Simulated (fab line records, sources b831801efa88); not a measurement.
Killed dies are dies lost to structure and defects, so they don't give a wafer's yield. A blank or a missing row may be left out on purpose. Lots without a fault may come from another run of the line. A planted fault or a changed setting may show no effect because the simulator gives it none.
Which tool did it? | flow gf180mcu | 13 lots, 39 wafers sampled, at 5 steps of a route of 602

WHAT THE GAUGES READ, wafer by wafer
GF_STI_BOW_MEAS_00. Usual: INCOMING_BOW -1 um, standard deviation 6.1.
lot  | measured    | on            | INCOMING_BOW (um) | flag
L182 | day 1 20:00 | film_metro-02 | 4 -3 -7           |
L183 | day 2 01:00 | film_metro-01 | -9 -7 12          |
L185 | day 2 11:02 | film_metro-02 | -2 5 -3           |
L187 | day 2 21:00 | film_metro-02 | -3 -2 -9          |
L191 | day 3 17:00 | film_metro-04 | -2 -4 -2          |
L192 | day 3 22:00 | film_metro-01 | -7 2 4            |
L194 | day 4 08:00 | film_metro-01 | -18 1 5           |
L196 | day 4 18:00 | film_metro-01 | 7 0 10            |
L197 | day 4 23:00 | film_metro-04 | 10 -7 -10         |
L198 | day 5 04:01 | film_metro-04 | -4 4 -8           |
L199 | day 5 09:02 | film_metro-04 | 2 -2 -12          |
L200 | day 5 14:01 | film_metro-04 | -1 13 -4          |
L202 | day 6 00:00 | film_metro-01 | -3 -11 -7         |

GF_HV_LDD_TW_MEAS_38. Usual: HV_LDD_3_TW 1421, standard deviation 8.8.
lot  | measured     | on            | HV_LDD_3_TW    | flag
L182 | day 12 09:29 | film_metro-03 | 1420 1420 1415 |
L183 | day 12 16:58 | film_metro-03 | 1417 1415 1421 |
L185 | day 13 09:07 | film_metro-03 | 1417 1426 1422 |
L187 | day 13 21:44 | film_metro-03 | 1433 1420 1426 |
L191 | day 15 02:02 | film_metro-04 | 1413 1418 1419 |
L192 | day 15 10:35 | film_metro-04 | 1410 1409 1413 |
L194 | day 16 08:46 | film_metro-03 | 1424 1420 1431 |
L196 | day 16 18:52 | film_metro-04 | 1415 1420 1410 |
L197 | day 17 03:14 | film_metro-04 | 1422 1424 1414 |
L198 | day 17 14:21 | film_metro-04 | 1419 1429 1421 |
L199 | day 18 00:04 | film_metro-03 | 1431 1427 1421 |
L200 | day 18 05:35 | film_metro-03 | 1423 1432 1428 |
L202 | day 18 21:35 | film_metro-04 | 1417 1420 1414 |

WHICH TOOL RAN EACH LOT (tool, then ch and the chambers of the sampled wafers, then the start)
lot  | GF_NWELL_STRIP_10                   | GF_MVSD_COAT_02                  | GF_MVSD_STRIP_10
L182 | plasma_asher-01 ch 0, day 3 19:11   | litho_track-04 ch 0, day 4 15:06 | plasma_asher-03 ch 0,1, day 4 23:02
L183 | plasma_asher-01 ch 0,1, day 3 23:50 | litho_track-02 ch 0, day 4 21:08 | plasma_asher-03 ch 0,1, day 5 05:26
L185 | plasma_asher-02 ch 0,1, day 4 13:49 | litho_track-02 ch 0, day 5 11:17 | plasma_asher-03 ch 0,1, day 5 19:18
L187 | plasma_asher-02 ch 0,1, day 5 00:02 | litho_track-02 ch 0, day 5 20:47 | plasma_asher-01 ch 0,1, day 6 05:01
L191 | plasma_asher-04 ch 0,1, day 5 19:35 | litho_track-02 ch 0, day 6 17:53 | plasma_asher-01 ch 0,1, day 7 02:02
L192 | plasma_asher-02 ch 0,1, day 6 01:29 | litho_track-01 ch 0, day 7 00:37 | plasma_asher-02 ch 0,1, day 7 08:32
L194 | plasma_asher-01 ch 0,1, day 6 17:47 | litho_track-04 ch 0, day 7 16:57 | plasma_asher-02 ch 0,1, day 8 01:26
L196 | plasma_asher-04 ch 0,1, day 7 00:08 | litho_track-04 ch 0, day 7 22:42 | plasma_asher-01 ch 0,1, day 8 07:40
L197 | plasma_asher-01 ch 0,1, day 7 03:41 | litho_track-04 ch 0, day 8 03:39 | plasma_asher-03 ch 0,1, day 8 12:46
L198 | plasma_asher-01 ch 0,1, day 7 12:41 | litho_track-04 ch 0, day 8 12:26 | plasma_asher-03 ch 0,1, day 8 21:05
L199 | plasma_asher-02 ch 0,1, day 7 18:06 | litho_track-04 ch 0, day 8 19:06 | plasma_asher-01 ch 0,1, day 9 04:00
L200 | plasma_asher-02 ch 0,1, day 7 22:08 | litho_track-04 ch 0, day 8 22:56 | plasma_asher-02 ch 1, day 9 07:17
L202 | plasma_asher-01 ch 0,1, day 8 08:11 | litho_track-04 ch 0, day 9 08:48 | plasma_asher-03 ch 0,1, day 9 17:58
- GF_NWELL_STRIP_10: strips in O2/N2.
- GF_MVSD_COAT_02: resist thk 3000 nm.
- GF_MVSD_STRIP_10: strips in O2/N2.

WHAT THE TOOLS THEMSELVES READ (means of the sampled wafers that have a number; where no wafer has one, the mark that the record gives instead)
GF_NWELL_STRIP_10. Usual: drypump_motor_current_A 5.5 A, standard deviation 0.48; heater_power_w 325 W, standard deviation 17; oes_product_au 0.722 a.u., standard deviation 0.0044; strip_time_to_endpoint_s 36.95 s, standard deviation 0.12.
lot  | tool            | drypump_motor_current_A (A) | heater_power_w (W) | oes_product_au (a.u.) | strip_time_to_endpoint_s (s) | flag
L182 | plasma_asher-01 | 5.3                         | 320                | 0.723                 | 36.79                        |
L183 | plasma_asher-01 | 5.3                         | 330                | 0.721                 | 36.83                        |
L185 | plasma_asher-02 | 6.2                         | 314                | 0.718                 | 37.08                        |
L187 | plasma_asher-02 | 5.9                         | 307                | 0.723                 | 36.81                        |
L191 | plasma_asher-04 | 5.2                         | 321                | 0.720                 | 37.00                        |
L192 | plasma_asher-02 | 6.2                         | 319                | 0.718                 | 37.11                        |
L194 | plasma_asher-01 | 5.3                         | 336                | 0.723                 | 37.04                        |
L196 | plasma_asher-04 | 5.5                         | 324                | 0.721                 | 37.03                        |
L197 | plasma_asher-01 | 5.3                         | 327                | 0.720                 | 36.97                        |
L198 | plasma_asher-01 | 5.3                         | 331                | 0.724                 | 36.93                        |
L199 | plasma_asher-02 | 5.9                         | 309                | 0.723                 | 37.05                        |
L200 | plasma_asher-02 | 5.8                         | 307                | 0.720                 | 36.94                        |
L202 | plasma_asher-01 | 5.3                         | 326                | 0.724                 | 37.12                        |

GF_MVSD_STRIP_10. Usual: drypump_motor_current_A 5.7 A, standard deviation 0.54; heater_power_w 329 W, standard deviation 15; oes_product_au 0.723 a.u., standard deviation 0.0042; strip_time_to_endpoint_s 36.95 s, standard deviation 0.097.
lot  | tool            | drypump_motor_current_A (A) | heater_power_w (W) | oes_product_au (a.u.) | strip_time_to_endpoint_s (s) | flag
L182 | plasma_asher-03 | 5.9                         | 335                | 0.727                 | 37.00                        |
L183 | plasma_asher-03 | 6.2                         | 335                | 0.722                 | 36.92                        |
L185 | plasma_asher-03 | 6.2                         | 332                | 0.723                 | 36.90                        |
L187 | plasma_asher-01 | 5.3                         | 323                | 0.720                 | 27.10                        | OFF
L191 | plasma_asher-01 | 5.3                         | 335                | 0.719                 | 27.22                        | OFF
L192 | plasma_asher-02 | 6.2                         | 318                | 0.725                 | 36.90                        |
L194 | plasma_asher-02 | 6.2                         | 314                | 0.723                 | 37.10                        |
L196 | plasma_asher-01 | 5.3                         | 340                | 0.722                 | 36.92                        |
L197 | plasma_asher-03 | 6.2                         | 333                | 0.719                 | 36.97                        |
L198 | plasma_asher-03 | 6.2                         | 335                | 0.722                 | 36.92                        |
L199 | plasma_asher-01 | 5.3                         | 331                | 0.725                 | 36.78                        |
L200 | plasma_asher-02 | 5.5                         | 295                | 0.726                 | 37.02                        |
L202 | plasma_asher-03 | 5.9                         | 332                | 0.724                 | 37.08                        |

THE ANSWER, worked out from the rows above alone
Rule: a lot is off if the mean of its wafers that have a number lies more than 3 standard deviations from the usual mean. A lot without any number at a reading at which 4 lots or more have one is off too. The other lots that the step has rows for count as sound. The gauges are gone through in route order, then the tools' own readings, and for those a lot's mean is taken as printed above. The first step at which some lot is off is used, and at that step the reading that is off furthest; a lot without a number counts as furthest.
Off: L187, L191, at GF_MVSD_STRIP_10 (strip_time_to_endpoint_s).
A tool fits if, at that step or a process step before it, it ran every lot that is off, and no sound lot after the first of them. One fits: litho_track-02 at GF_MVSD_COAT_02. Its last sound lot is L185 (day 5 11:17), its first lot that is off L187 (day 5 20:47): a fault that began between those two fits.

WHAT THE SIMULATOR HAD PUT IN
Process parameter drift: litho_track-02, from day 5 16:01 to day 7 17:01, at GF_MVSD_COAT_02. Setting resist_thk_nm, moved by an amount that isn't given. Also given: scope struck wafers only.
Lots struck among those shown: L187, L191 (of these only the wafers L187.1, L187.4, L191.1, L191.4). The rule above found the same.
